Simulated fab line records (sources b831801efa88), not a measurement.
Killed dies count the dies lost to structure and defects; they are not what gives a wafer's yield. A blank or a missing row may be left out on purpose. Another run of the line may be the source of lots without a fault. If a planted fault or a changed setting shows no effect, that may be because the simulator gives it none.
fab line records | flow gf180mcu
record lots=24 | wafers=72 | last_day=34
route steps=602 shown STI@16 DUAL_GATE@144 HV_LDD@199 M4@471
lots that met no fault: taken from a fault-free run of the same line
start_h: start of the lot's first displayed wafer, in hours after the record's first day | wait_h: hours elapsed since this lot's preceding step | " repeats the value in the row above | L1.1+2: a single row standing in for several wafers | - no value present, or no start provided | * or withheld: withheld | < > ~ a bound
route shown NAME@n: names a module that has steps shown in the file, with the first one's number in the route | usual: mean and standard deviation over wafers with no fault | same: alike in all rows | chamber/n: place in a boat | sites: the reading at each site | _std_site: how widely they spread, as a standard deviation | _edge_site: outer sites' mean less inner sites' | radius_mm: for every site, how far away it sits from the centre of the wafer | mask NAME#n: copy n | behind: the tool/chamber that last shaped the wafer | hold: what put the lot on hold/how long, in hours/how the hold closed | device: whichever transistor did not switch (one of n, p or np) | end of line: at the end of the route, the tests of the same wafers | where a step has no rows: the recipe by itself | killed: dies lost to structure and defects at the first sort, not the wafer's yield | map: per-die view of a wafer (x killed, . not killed, _ where there is no die)
set.NAME: the setting the step ran with; set.NAME@STEP: the setting that earlier step ran with | model.NAME: the simulator's own value behind a step, which no gauge read
a sample of lots followed through the steps of the route, with each step as a table and each wafer as a row
services: when a tool's chamber went out of use (start_h, in hours from the record's first day, below 0 if earlier), for how many hours, and the reason
## steps
# step GF_STI_STRIP_15
# recipe chemistry=O2/N2 | power_w=1400 | pressure_mtorr=1500 | platen_temp_c=250 | o2_flow_sccm=3000 | n2_flow_sccm=300 | overash_fraction=0.5
# usual drypump_motor_current_A=5.6/0.6 | heater_power_w=331/32 | oes_product_au=0.384/0.005 | strip_time_to_endpoint_s=3.72/0.055
lot.wafer | tool            | chamber | start_h | wait_h | drypump_motor_current_A | heater_power_w | oes_product_au | rf_hours_counter_h | strip_time_to_endpoint_s
L074.4    | plasma_asher-03 | 0       | 25.95   | 0.1    | 5.2                     | 287            | 0.381          | -                  | 3.69
L074.5    | "               | 1       | "       | "      | 6.2                     | 345            | 0.386          | -                  | 3.71
L074.6    | "               | 0       | "       | "      | 5.2                     | 295            | 0.386          | -                  | 3.74
L075.2    | plasma_asher-04 | 0       | 32.55   | 0.0    | 6.7                     | 294            | 0.392          | 39                 | 3.69
L075.3    | "               | 0       | "       | "      | 6.7                     | 281            | 0.393          | -                  | 3.81
L075.6    | "               | 1       | "       | "      | 5.4                     | 365            | 0.380          | -                  | 3.67
L076.1    | plasma_asher-01 | 0       | 37.43   | 0.0    | 4.9                     | 360            | 0.377          | 24                 | 3.77
L076.4    | "               | 1       | "       | "      | 5.8                     | 334            | 0.375          | -                  | 3.73
L076.5    | "               | 0       | "       | "      | 4.9                     | 362            | 0.379          | -                  | 3.77
L077.1    | plasma_asher-03 | 0       | 41.05   | 0.0    | 5.1                     | 274            | 0.382          | 40                 | 3.71
L077.3    | "               | 1       | "       | "      | 6.2                     | 350            | 0.383          | -                  | 3.66
L077.4    | "               | 0       | "       | "      | 5.2                     | 283            | 0.385          | -                  | 3.68
L078.2    | plasma_asher-01 | 1       | 45.93   | 0.0    | 5.8                     | 319            | 0.384          | 24                 | 3.69
L078.3    | "               | 0       | "       | "      | 4.9                     | 375            | 0.387          | -                  | 3.80
L078.5    | "               | 1       | "       | "      | 5.8                     | 330            | 0.385          | -                  | 3.79
L079.1    | plasma_asher-01 | 0       | 52.87   | 0.0    | 4.9                     | 374            | 0.379          | 25                 | 3.65
L079.2    | "               | 1       | "       | "      | 5.8                     | 338            | 0.387          | 25                 | 3.66
L079.3    | "               | 0       | "       | "      | 4.9                     | 360            | 0.384          | -                  | 3.71
L080.1    | plasma_asher-03 | 1       | 56.57   | 0.0    | 6.2                     | 354            | 0.385          | 42                 | 3.71
L080.2    | "               | 0       | "       | "      | 5.1                     | 289            | 0.376          | 42                 | 3.71
L080.3    | "               | 1       | "       | "      | 6.2                     | 347            | 0.386          | -                  | 3.70
L081.1    | plasma_asher-04 | 1       | 60.65   | 0.0    | 5.4                     | 356            | 0.381          | 42                 | 3.62
L081.2    | "               | 0       | "       | "      | 6.7                     | 289            | 0.378          | 42                 | 3.70
L081.4    | "               | 1       | "       | "      | 5.4                     | 355            | 0.377          | -                  | 3.67
L082.1    | plasma_asher-01 | 1       | 67.23   | 0.0    | 5.8                     | 333            | 0.385          | 27                 | 3.76
L082.3    | "               | 0       | "       | "      | 4.9                     | 352            | 0.387          | -                  | 3.76
L082.6    | "               | 0       | "       | "      | 4.9                     | 365            | 0.374          | -                  | 3.71
L083.2    | plasma_asher-04 | 0       | 71.77   | 0.0    | 6.7                     | 289            | 0.387          | 43                 | 3.77
L083.5    | "               | 1       | "       | "      | 5.4                     | 370            | 0.387          | -                  | 3.73
L083.6    | "               | 0       | "       | "      | 6.7                     | 284            | 0.391          | -                  | 3.78
L084.2    | plasma_asher-04 | 1       | 78.95   | 0.0    | 5.4                     | 362            | 0.385          | 44                 | 3.78
L084.4    | "               | 0       | "       | "      | 6.7                     | 277            | 0.380          | -                  | 3.73
L084.6    | "               | 0       | "       | "      | 6.7                     | 294            | 0.384          | -                  | 3.73
L085.1    | plasma_asher-03 | 1       | 82.72   | 0.0    | 6.2                     | 360            | 0.380          | 44                 | 3.70
L085.4    | "               | 0       | "       | "      | 5.2                     | 284            | 0.386          | -                  | 3.80
L085.6    | "               | 0       | "       | "      | 5.1                     | 290            | 0.381          | -                  | 3.81
L086.1    | plasma_asher-01 | 1       | 88.35   | 0.0    | 5.8                     | 328            | 0.377          | 29                 | 3.62
L086.2    | "               | 0       | "       | "      | 4.9                     | 361            | 0.378          | 29                 | 3.59
L086.3    | "               | 0       | "       | "      | 4.9                     | 352            | 0.383          | -                  | 3.62
L087.1    | plasma_asher-04 | 0       | 92.65   | 0.0    | 6.7                     | 289            | 0.387          | 45                 | 3.66
L087.4    | "               | 0       | "       | "      | 6.7                     | 291            | 0.384          | -                  | 3.68
L087.5    | "               | 0       | "       | "      | 6.7                     | 293            | 0.382          | -                  | 3.69
L088.1    | plasma_asher-03 | 0       | 97.72   | 0.0    | 5.1                     | 283            | 0.382          | 45                 | 3.69
L088.3    | "               | 1       | "       | "      | 6.2                     | 358            | 0.383          | -                  | 3.73
L088.4    | "               | 0       | "       | "      | 5.2                     | 288            | 0.386          | -                  | 3.79
L089.2    | plasma_asher-03 | 0       | 102.42  | 0.0    | 5.1                     | 282            | 0.379          | 46                 | 3.67
L089.4    | "               | 0       | "       | "      | 5.1                     | 284            | 0.377          | -                  | 3.67
L089.5    | "               | 1       | "       | "      | 6.2                     | 345            | 0.387          | -                  | 3.73
L090.2    | plasma_asher-01 | 0       | 106.95  | 0.0    | 4.9                     | 359            | 0.391          | 30                 | 3.66
L090.3    | "               | 1       | "       | "      | 5.8                     | 333            | 0.383          | -                  | 3.79
L090.4    | "               | 0       | "       | "      | 4.9                     | 375            | 0.394          | -                  | 3.74
L091.3    | plasma_asher-01 | 1       | 115.71  | 0.1    | 5.8                     | 334            | 0.387          | -                  | 3.76
L091.4    | "               | 0       | "       | "      | 4.9                     | 362            | 0.377          | -                  | 3.70
L091.5    | "               | 0       | "       | "      | 4.9                     | 360            | 0.379          | -                  | 3.71
L092.2    | plasma_asher-03 | 1       | 120.97  | 0.0    | 6.2                     | 344            | 0.380          | 48                 | 3.72
L092.3    | "               | 0       | "       | "      | 5.1                     | 298            | 0.388          | -                  | 3.81
L092.4    | "               | 1       | "       | "      | 6.2                     | 352            | 0.383          | -                  | 3.69
L093.1    | plasma_asher-03 | 0       | 125.75  | 0.0    | 5.1                     | 288            | 0.378          | 49                 | 3.72
L093.3    | "               | 1       | "       | "      | 6.2                     | 354            | 0.378          | -                  | 3.70
L093.5    | "               | 0       | "       | "      | 5.2                     | 287            | 0.378          | -                  | 3.63
L094.1    | plasma_asher-03 | 0       | 130.83  | 0.0    | 5.1                     | 292            | 0.382          | 49                 | 3.76
L094.4    | "               | 1       | "       | "      | 6.1                     | 357            | 0.383          | -                  | 3.77
L094.5    | "               | 1       | "       | "      | 6.2                     | 349            | 0.367          | -                  | 3.64
L095.4    | plasma_asher-01 | 0       | 133.58  | 0.1    | 4.9                     | 356            | 0.392          | -                  | 3.72
L095.5    | "               | 0       | "       | "      | 4.9                     | 374            | 0.388          | -                  | 3.78
L095.6    | "               | 1       | "       | "      | 5.8                     | 328            | 0.392          | -                  | 3.80
L096.4    | plasma_asher-01 | 0       | 138.73  | 0.1    | 4.9                     | 367            | 0.379          | -                  | 3.78
L096.5    | "               | 0       | "       | "      | 4.9                     | 366            | 0.385          | -                  | 3.68
L096.6    | "               | 1       | "       | "      | 5.8                     | 329            | 0.387          | -                  | 3.81
L097.1    | plasma_asher-04 | 0       | 144.32  | 0.0    | 6.7                     | 277            | 0.388          | 51                 | 3.70
L097.4    | "               | 0       | "       | "      | 6.7                     | 286            | 0.384          | -                  | 3.73
L097.5    | "               | 1       | "       | "      | 5.4                     | 369            | 0.383          | -                  | 3.70
# step GF_STI_THK_MEAS_30
# recipe reads=SiO2_of_STI_OXIDATION_29
# usual STI_OXIDATION_02_THK=10.00/0.25
lot.wafer | tool          | chamber | start_h | wait_h | STI_OXIDATION_02_THK[nm]
L074.4    | film_metro-03 | -       | 30.76   | 0.0    | 10.00
L074.5    | "             | -       | "       | "      | 10.12
L074.6    | "             | -       | "       | "      | 10.14
L075.2    | film_metro-03 | -       | 37.91   | 0.0    | 9.93
L075.3    | "             | -       | "       | "      | 10.11
L075.6    | "             | -       | "       | "      | 9.76
L076.1    | film_metro-03 | -       | 41.52   | 0.0    | 9.98
L076.4    | "             | -       | "       | "      | 9.98
L076.5    | "             | -       | "       | "      | 10.14
L077.1    | film_metro-03 | -       | 45.13   | 0.0    | 10.19
L077.3    | "             | -       | "       | "      | 10.14
L077.4    | "             | -       | "       | "      | 10.23
L078.2    | film_metro-01 | -       | 50.41   | 0.0    | 9.41
L078.3    | "             | -       | "       | "      | 9.57
L078.5    | "             | -       | "       | "      | 9.52
L079.1    | film_metro-03 | -       | 57.23   | 0.0    | 10.06
L079.2    | "             | -       | "       | "      | 10.23
L079.3    | "             | -       | "       | "      | 9.99
L080.1    | film_metro-01 | -       | 61.37   | 0.0    | 10.06
L080.2    | "             | -       | "       | "      | 9.99
L080.3    | "             | -       | "       | "      | 10.12
L081.1    | film_metro-02 | -       | 65.38   | 0.0    | 9.82
L081.2    | "             | -       | "       | "      | 9.58
L081.4    | "             | -       | "       | "      | 9.61
L082.1    | film_metro-03 | -       | 71.45   | 0.0    | 9.83
L082.3    | "             | -       | "       | "      | 9.74
L082.6    | "             | -       | "       | "      | 9.66
L083.2    | film_metro-02 | -       | 78.29   | 0.0    | 10.59
L083.5    | "             | -       | "       | "      | 10.44
L083.6    | "             | -       | "       | "      | 10.29
L084.2    | film_metro-02 | -       | 83.39   | 0.0    | 9.66
L084.4    | "             | -       | "       | "      | 9.76
L084.6    | "             | -       | "       | "      | 9.79
L085.1    | film_metro-02 | -       | 88.56   | 0.0    | 10.21
L085.4    | "             | -       | "       | "      | 10.10
L085.6    | "             | -       | "       | "      | 10.20
L086.1    | film_metro-02 | -       | 92.49   | 0.0    | 10.13
L086.2    | "             | -       | "       | "      | 10.19
L086.3    | "             | -       | "       | "      | 10.11
L087.1    | film_metro-03 | -       | 104.21  | 0.0    | 10.18
L087.4    | "             | -       | "       | "      | 10.12
L087.5    | "             | -       | "       | "      | 10.20
L088.1    | film_metro-03 | -       | 106.85  | 0.0    | 10.36
L088.3    | "             | -       | "       | "      | 10.35
L088.4    | "             | -       | "       | "      | 10.24
L089.2    | film_metro-02 | -       | 110.90  | 0.0    | 9.96
L089.4    | "             | -       | "       | "      | 9.76
L089.5    | "             | -       | "       | "      | 10.10
L090.2    | film_metro-03 | -       | 115.19  | 0.0    | 10.40
L090.3    | "             | -       | "       | "      | 10.30
L090.4    | "             | -       | "       | "      | 10.52
L091.3    | film_metro-01 | -       | 119.84  | 0.0    | 10.04
L091.4    | "             | -       | "       | "      | 10.05
L091.5    | "             | -       | "       | "      | 9.97
L092.2    | film_metro-01 | -       | 125.97  | 0.0    | 9.79
L092.3    | "             | -       | "       | "      | 9.77
L092.4    | "             | -       | "       | "      | 9.81
L093.1    | film_metro-03 | -       | 129.98  | 0.0    | 10.03
L093.3    | "             | -       | "       | "      | 9.94
L093.5    | "             | -       | "       | "      | 10.04
L094.1    | film_metro-01 | -       | 137.86  | 0.0    | 10.22
L094.4    | "             | -       | "       | "      | 10.07
L094.5    | "             | -       | "       | "      | 10.32
L095.4    | film_metro-03 | -       | 139.96  | 0.0    | 9.92
L095.5    | "             | -       | "       | "      | 10.06
L095.6    | "             | -       | "       | "      | 9.95
L096.4    | film_metro-01 | -       | 143.67  | 0.0    | 9.48
L096.5    | "             | -       | "       | "      | 9.62
L096.6    | "             | -       | "       | "      | 9.70
L097.1    | film_metro-02 | -       | 148.69  | 0.0    | 9.73
L097.4    | "             | -       | "       | "      | 9.91
L097.5    | "             | -       | "       | "      | 9.68
# step GF_DUAL_GATE_THK_MEAS_03
# recipe reads=SiO2_of_DUAL_GATE_OXIDATION_02
# usual DUAL_GATE_OXIDATION_00_THK=10.83/0.24
lot.wafer | tool          | chamber | start_h | wait_h | DUAL_GATE_OXIDATION_00_THK[nm]
L074.4    | film_metro-01 | -       | 156.53  | 0.0    | 10.37
L074.5    | "             | -       | "       | "      | 10.29
L074.6    | "             | -       | "       | "      | 10.22
L075.2    | film_metro-02 | -       | 168.52  | 0.0    | 10.73
L075.3    | "             | -       | "       | "      | 10.81
L075.6    | "             | -       | "       | "      | 11.01
L076.1    | film_metro-02 | -       | 173.00  | 0.0    | 10.68
L076.4    | "             | -       | "       | "      | 10.77
L076.5    | "             | -       | "       | "      | 10.57
L077.1    | film_metro-02 | -       | 176.42  | 0.0    | 10.65
L077.3    | "             | -       | "       | "      | 10.62
L077.4    | "             | -       | "       | "      | 10.62
L078.2    | film_metro-02 | -       | 182.97  | 0.0    | 10.85
L078.3    | "             | -       | "       | "      | 10.81
L078.5    | "             | -       | "       | "      | 10.69
L079.1    | film_metro-01 | -       | 193.22  | 0.0    | 10.71
L079.2    | "             | -       | "       | "      | 10.97
L079.3    | "             | -       | "       | "      | 10.85
L080.1    | film_metro-03 | -       | 198.25  | 0.0    | 10.61
L080.2    | "             | -       | "       | "      | 10.78
L080.3    | "             | -       | "       | "      | 10.75
L081.1    | film_metro-02 | -       | 203.37  | 0.0    | 10.78
L081.2    | "             | -       | "       | "      | 10.64
L081.4    | "             | -       | "       | "      | 10.75
L082.1    | film_metro-01 | -       | 210.50  | 0.0    | 11.01
L082.3    | "             | -       | "       | "      | 10.98
L082.6    | "             | -       | "       | "      | 10.93
L083.2    | film_metro-01 | -       | 219.96  | 0.0    | 10.71
L083.5    | "             | -       | "       | "      | 10.86
L083.6    | "             | -       | "       | "      | 10.95
L084.2    | film_metro-03 | -       | 227.87  | 0.0    | 10.75
L084.4    | "             | -       | "       | "      | 10.79
L084.6    | "             | -       | "       | "      | 10.92
L085.1    | film_metro-01 | -       | 234.17  | 0.0    | 10.98
L085.4    | "             | -       | "       | "      | 10.98
L085.6    | "             | -       | "       | "      | 11.13
L086.1    | film_metro-02 | -       | 237.87  | 0.0    | 10.60
L086.2    | "             | -       | "       | "      | 10.50
L086.3    | "             | -       | "       | "      | 10.79
L087.1    | film_metro-01 | -       | 253.20  | 0.0    | 11.00
L087.4    | "             | -       | "       | "      | 10.93
L087.5    | "             | -       | "       | "      | 10.89
L088.1    | film_metro-01 | -       | 258.51  | 0.0    | 10.33
L088.3    | "             | -       | "       | "      | 10.61
L088.4    | "             | -       | "       | "      | 10.50
L089.2    | film_metro-02 | -       | 263.94  | 0.0    | 11.09
L089.4    | "             | -       | "       | "      | 11.16
L089.5    | "             | -       | "       | "      | 11.16
L090.2    | film_metro-01 | -       | 271.54  | 0.0    | 10.75
L090.3    | "             | -       | "       | "      | 10.50
L090.4    | "             | -       | "       | "      | 10.64
L091.3    | film_metro-01 | -       | 276.34  | 0.0    | 11.07
L091.4    | "             | -       | "       | "      | 11.06
L091.5    | "             | -       | "       | "      | 11.10
L092.2    | film_metro-01 | -       | 289.55  | 0.0    | 11.19
L092.3    | "             | -       | "       | "      | 10.92
L092.4    | "             | -       | "       | "      | 11.13
L093.1    | film_metro-02 | -       | 290.08  | 0.0    | 10.97
L093.3    | "             | -       | "       | "      | 11.30
L093.5    | "             | -       | "       | "      | 11.17
L094.1    | film_metro-01 | -       | 300.76  | 0.0    | 11.02
L094.4    | "             | -       | "       | "      | 10.80
L094.5    | "             | -       | "       | "      | 10.95
L095.4    | film_metro-02 | -       | 305.12  | 0.0    | 10.91
L095.5    | "             | -       | "       | "      | 10.82
L095.6    | "             | -       | "       | "      | 10.92
L096.4    | film_metro-01 | -       | 307.48  | 0.0    | 10.92
L096.5    | "             | -       | "       | "      | 10.80
L096.6    | "             | -       | "       | "      | 10.71
L097.1    | film_metro-02 | -       | 314.59  | 0.0    | 11.30
L097.4    | "             | -       | "       | "      | 11.17
L097.5    | "             | -       | "       | "      | 11.07
# step GF_HV_LDD_TW_MEAS_23
# usual HV_LDD_2_TW=1054/14
lot.wafer | tool          | chamber | start_h | wait_h | HV_LDD_2_TW
L074.4    | film_metro-03 | -       | 230.09  | 0.1    | 1040
L074.5    | "             | -       | "       | "      | 1038
L074.6    | "             | -       | "       | "      | 1039
L075.2    | film_metro-03 | -       | 244.09  | 0.1    | 1039
L075.3    | "             | -       | "       | "      | 1034
L075.6    | "             | -       | "       | "      | 1035
L076.1    | film_metro-04 | -       | 248.99  | 0.1    | 1052
L076.4    | "             | -       | "       | "      | 1059
L076.5    | "             | -       | "       | "      | 1057
L077.1    | film_metro-03 | -       | 252.46  | 0.1    | 1034
L077.3    | "             | -       | "       | "      | 1038
L077.4    | "             | -       | "       | "      | 1034
L078.2    | film_metro-03 | -       | 259.54  | 0.1    | 1035
L078.3    | "             | -       | "       | "      | 1041
L078.5    | "             | -       | "       | "      | 1035
L079.1    | film_metro-02 | -       | 274.28  | 0.1    | 1068
L079.2    | "             | -       | "       | "      | 1073
L079.3    | "             | -       | "       | "      | 1076
L080.1    | film_metro-02 | -       | 277.36  | 0.1    | 1074
L080.2    | "             | -       | "       | "      | 1080
L080.3    | "             | -       | "       | "      | 1082
L081.1    | film_metro-04 | -       | 284.29  | 0.1    | 1061
L081.2    | "             | -       | "       | "      | 1057
L081.4    | "             | -       | "       | "      | 1060
L082.1    | film_metro-02 | -       | 292.81  | 0.1    | 1059
L082.3    | "             | -       | "       | "      | 1062
L082.6    | "             | -       | "       | "      | 1063
L083.2    | film_metro-02 | -       | 302.40  | 0.1    | 1065
L083.5    | "             | -       | "       | "      | 1061
L083.6    | "             | -       | "       | "      | 1058
L084.2    | film_metro-03 | -       | 310.50  | 0.1    | 1037
L084.4    | "             | -       | "       | "      | 1047
L084.6    | "             | -       | "       | "      | 1035
L085.1    | film_metro-03 | -       | 319.41  | 0.1    | 1034
L085.4    | "             | -       | "       | "      | 1033
L085.6    | "             | -       | "       | "      | 1031
L086.1    | film_metro-02 | -       | 322.01  | 0.1    | 1069
L086.2    | "             | -       | "       | "      | 1073
L086.3    | "             | -       | "       | "      | 1076
L087.1    | film_metro-03 | -       | 338.36  | 0.1    | 1046
L087.4    | "             | -       | "       | "      | 1042
L087.5    | "             | -       | "       | "      | 1045
L088.1    | film_metro-03 | -       | 347.63  | 0.1    | 1039
L088.3    | "             | -       | "       | "      | 1042
L088.4    | "             | -       | "       | "      | 1041
L089.2    | film_metro-04 | -       | 352.32  | 0.1    | 1057
L089.4    | "             | -       | "       | "      | 1062
L089.5    | "             | -       | "       | "      | 1063
L090.2    | film_metro-02 | -       | 359.29  | 0.1    | 1072
L090.3    | "             | -       | "       | "      | 1067
L090.4    | "             | -       | "       | "      | 1069
L091.3    | film_metro-02 | -       | 366.06  | 0.1    | 1065
L091.4    | "             | -       | "       | "      | 1065
L091.5    | "             | -       | "       | "      | 1065
L092.2    | film_metro-02 | -       | 380.10  | 0.1    | 1063
L092.3    | "             | -       | "       | "      | 1066
L092.4    | "             | -       | "       | "      | 1063
L093.1    | film_metro-03 | -       | 384.29  | 0.1    | 1032
L093.3    | "             | -       | "       | "      | 1038
L093.5    | "             | -       | "       | "      | 1040
L094.1    | film_metro-02 | -       | 394.39  | 0.1    | 1062
L094.4    | "             | -       | "       | "      | 1057
L094.5    | "             | -       | "       | "      | 1065
L095.4    | film_metro-04 | -       | 399.82  | 0.1    | 1064
L095.5    | "             | -       | "       | "      | 1064
L095.6    | "             | -       | "       | "      | 1063
L096.4    | film_metro-04 | -       | 401.16  | 0.1    | 1066
L096.5    | "             | -       | "       | "      | 1067
L096.6    | "             | -       | "       | "      | 1066
L097.1    | film_metro-04 | -       | 409.74  | 0.1    | 1066
L097.4    | "             | -       | "       | "      | 1063
L097.5    | "             | -       | "       | "      | 1062
# step GF_HV_LDD_CD_MEAS_31
# recipe target_cd_nm=400
# usual cd_nm=400.2/2.8
lot.wafer | tool      | chamber | start_h | wait_h | cd_nm
L074.4    | cd_sem-02 | -       | 247.88  | 0.1    | 399.4
L074.5    | "         | -       | "       | "      | 398.4
L074.6    | "         | -       | "       | "      | 397.2
L075.2    | cd_sem-01 | -       | 261.86  | 0.1    | 401.6
L075.3    | "         | -       | "       | "      | 400.9
L075.6    | "         | -       | "       | "      | 401.8
L076.1    | cd_sem-01 | -       | 267.67  | 0.1    | 398.6
L076.4    | "         | -       | "       | "      | 398.5
L076.5    | "         | -       | "       | "      | 400.3
L077.1    | cd_sem-01 | -       | 271.07  | 0.1    | 396.3
L077.3    | "         | -       | "       | "      | 398.5
L077.4    | "         | -       | "       | "      | 395.7
L078.2    | cd_sem-01 | -       | 278.06  | 0.1    | 396.0
L078.3    | "         | -       | "       | "      | 392.5
L078.5    | "         | -       | "       | "      | 395.1
L079.1    | cd_sem-02 | -       | 293.97  | 0.1    | 405.1
L079.2    | "         | -       | "       | "      | 404.8
L079.3    | "         | -       | "       | "      | 403.2
L080.1    | cd_sem-01 | -       | 296.74  | 0.1    | 404.5
L080.2    | "         | -       | "       | "      | 402.9
L080.3    | "         | -       | "       | "      | 403.3
L081.1    | cd_sem-01 | -       | 303.80  | 0.1    | 399.4
L081.2    | "         | -       | "       | "      | 397.9
L081.4    | "         | -       | "       | "      | 397.3
L082.1    | cd_sem-02 | -       | 312.96  | 0.2    | 404.0
L082.3    | "         | -       | "       | "      | 404.5
L082.6    | "         | -       | "       | "      | 405.4
L083.2    | cd_sem-02 | -       | 322.31  | 0.1    | 395.5
L083.5    | "         | -       | "       | "      | 396.5
L083.6    | "         | -       | "       | "      | 397.8
L084.2    | cd_sem-02 | -       | 331.36  | 0.1    | 400.4
L084.4    | "         | -       | "       | "      | 399.1
L084.6    | "         | -       | "       | "      | 398.0
L085.1    | cd_sem-02 | -       | 340.72  | 0.1    | 398.8
L085.4    | "         | -       | "       | "      | 397.6
L085.6    | "         | -       | "       | "      | 399.0
L086.1    | cd_sem-02 | -       | 342.97  | 0.1    | 399.1
L086.2    | "         | -       | "       | "      | 398.1
L086.3    | "         | -       | "       | "      | 399.6
L087.1    | cd_sem-01 | -       | 359.35  | 0.1    | 398.3
L087.4    | "         | -       | "       | "      | 400.3
L087.5    | "         | -       | "       | "      | 401.4
L088.1    | cd_sem-01 | -       | 368.97  | 0.1    | 397.8
L088.3    | "         | -       | "       | "      | 398.4
L088.4    | "         | -       | "       | "      | 400.8
L089.2    | cd_sem-01 | -       | 374.17  | 0.1    | 400.8
L089.4    | "         | -       | "       | "      | 402.1
L089.5    | "         | -       | "       | "      | 402.1
L090.2    | cd_sem-02 | -       | 381.87  | 0.1    | 402.4
L090.3    | "         | -       | "       | "      | 403.7
L090.4    | "         | -       | "       | "      | 405.7
L091.3    | cd_sem-02 | -       | 388.72  | 0.1    | 402.1
L091.4    | "         | -       | "       | "      | 403.0
L091.5    | "         | -       | "       | "      | 401.0
L092.2    | cd_sem-01 | -       | 403.10  | 0.1    | 396.8
L092.3    | "         | -       | "       | "      | 396.8
L092.4    | "         | -       | "       | "      | 398.8
L093.1    | cd_sem-02 | -       | 406.83  | 0.1    | 402.2
L093.3    | "         | -       | "       | "      | 402.0
L093.5    | "         | -       | "       | "      | 401.9
L094.1    | cd_sem-02 | -       | 417.47  | 0.1    | 399.3
L094.4    | "         | -       | "       | "      | 396.8
L094.5    | "         | -       | "       | "      | 398.4
L095.4    | cd_sem-01 | -       | 422.76  | 0.1    | 398.6
L095.5    | "         | -       | "       | "      | 396.0
L095.6    | "         | -       | "       | "      | 399.0
L096.4    | cd_sem-02 | -       | 424.76  | 0.1    | 403.2
L096.5    | "         | -       | "       | "      | 401.8
L096.6    | "         | -       | "       | "      | 404.6
L097.1    | cd_sem-02 | -       | 433.68  | 0.1    | 404.2
L097.4    | "         | -       | "       | "      | 402.5
L097.5    | "         | -       | "       | "      | 401.5
# step GF_M4_OVL_MEAS_15
# usual M4_OVL=2/6.6
lot.wafer | tool       | chamber | start_h | wait_h | M4_OVL[nm]
L074.4    | overlay-02 | -       | 533.39  | 0.1    | -4
L074.5    | "          | -       | "       | "      | -5
L074.6    | "          | -       | "       | "      | -1
L075.2    | overlay-01 | -       | 546.92  | 0.1    | 9
L075.3    | "          | -       | "       | "      | 10
L075.6    | "          | -       | "       | "      | 13
L076.1    | overlay-01 | -       | 554.22  | 0.1    | 8
L076.4    | "          | -       | "       | "      | 3
L076.5    | "          | -       | "       | "      | 5
L077.1    | overlay-02 | -       | 560.71  | 0.1    | 2
L077.3    | "          | -       | "       | "      | -1
L077.4    | "          | -       | "       | "      | -2
L078.2    | overlay-01 | -       | 564.57  | 0.1    | -2
L078.3    | "          | -       | "       | "      | -4
L078.5    | "          | -       | "       | "      | -5
L079.1    | overlay-01 | -       | 582.51  | 0.1    | -3
L079.2    | "          | -       | "       | "      | -1
L079.3    | "          | -       | "       | "      | 1
L080.1    | overlay-01 | -       | 586.31  | 0.1    | 4
L080.2    | "          | -       | "       | "      | 4
L080.3    | "          | -       | "       | "      | 5
L081.1    | overlay-01 | -       | 594.62  | 0.1    | -8
L081.2    | "          | -       | "       | "      | -9
L081.4    | "          | -       | "       | "      | -11
L082.1    | overlay-02 | -       | 604.92  | 0.1    | 3
L082.3    | "          | -       | "       | "      | 8
L082.6    | "          | -       | "       | "      | 13
L083.2    | overlay-01 | -       | 614.26  | 0.1    | 15
L083.5    | "          | -       | "       | "      | 12
L083.6    | "          | -       | "       | "      | 11
L084.2    | overlay-02 | -       | 621.04  | 0.1    | -3
L084.4    | "          | -       | "       | "      | -1
L084.6    | "          | -       | "       | "      | -2
L085.1    | overlay-02 | -       | 630.19  | 0.1    | -6
L085.4    | "          | -       | "       | "      | -9
L085.6    | "          | -       | "       | "      | 2
L086.1    | overlay-02 | -       | 633.82  | 0.1    | 12
L086.2    | "          | -       | "       | "      | 1
L086.3    | "          | -       | "       | "      | 10
L087.1    | overlay-02 | -       | 648.96  | 0.1    | -3
L087.4    | "          | -       | "       | "      | 0
L087.5    | "          | -       | "       | "      | -4
L088.1    | overlay-01 | -       | 656.07  | 0.1    | 12
L088.3    | "          | -       | "       | "      | 3
L088.4    | "          | -       | "       | "      | 10
L089.2    | overlay-02 | -       | 661.16  | 0.1    | -1
L089.4    | "          | -       | "       | "      | -5
L089.5    | "          | -       | "       | "      | -8
L090.2    | overlay-01 | -       | 665.46  | 0.1    | 15
L090.3    | "          | -       | "       | "      | 5
L090.4    | "          | -       | "       | "      | 12
L091.3    | overlay-02 | -       | 674.98  | 0.1    | -8
L091.4    | "          | -       | "       | "      | -1
L091.5    | "          | -       | "       | "      | -2
L092.2    | overlay-02 | -       | 684.24  | 0.1    | 6
L092.3    | "          | -       | "       | "      | 13
L092.4    | "          | -       | "       | "      | 13
L093.1    | overlay-02 | -       | 688.61  | 0.1    | -4
L093.3    | "          | -       | "       | "      | -4
L093.5    | "          | -       | "       | "      | -3
L094.1    | overlay-02 | -       | 697.81  | 0.1    | 2
L094.4    | "          | -       | "       | "      | -7
L094.5    | "          | -       | "       | "      | 0
L095.4    | overlay-02 | -       | 699.18  | 0.1    | -2
L095.5    | "          | -       | "       | "      | -3
L095.6    | "          | -       | "       | "      | -7
L096.4    | overlay-01 | -       | 701.75  | 0.1    | 6
L096.5    | "          | -       | "       | "      | 11
L096.6    | "          | -       | "       | "      | 5
L097.1    | overlay-02 | -       | 707.38  | 0.1    | -8
L097.4    | "          | -       | "       | "      | 3
L097.5    | "          | -       | "       | "      | 0
## services
tool            | chamber | start_h | hours | kind
plasma_asher-03 | -       | 8.49    | 4.6   | repair
plasma_asher-03 | -       | 54.89   | 0.6   | repair
plasma_asher-03 | -       | 66.24   | 0.5   | repair
plasma_asher-03 | -       | 71.56   | 2.6   | repair
plasma_asher-04 | -       | 117.81  | 0.3   | repair
## key
fault none
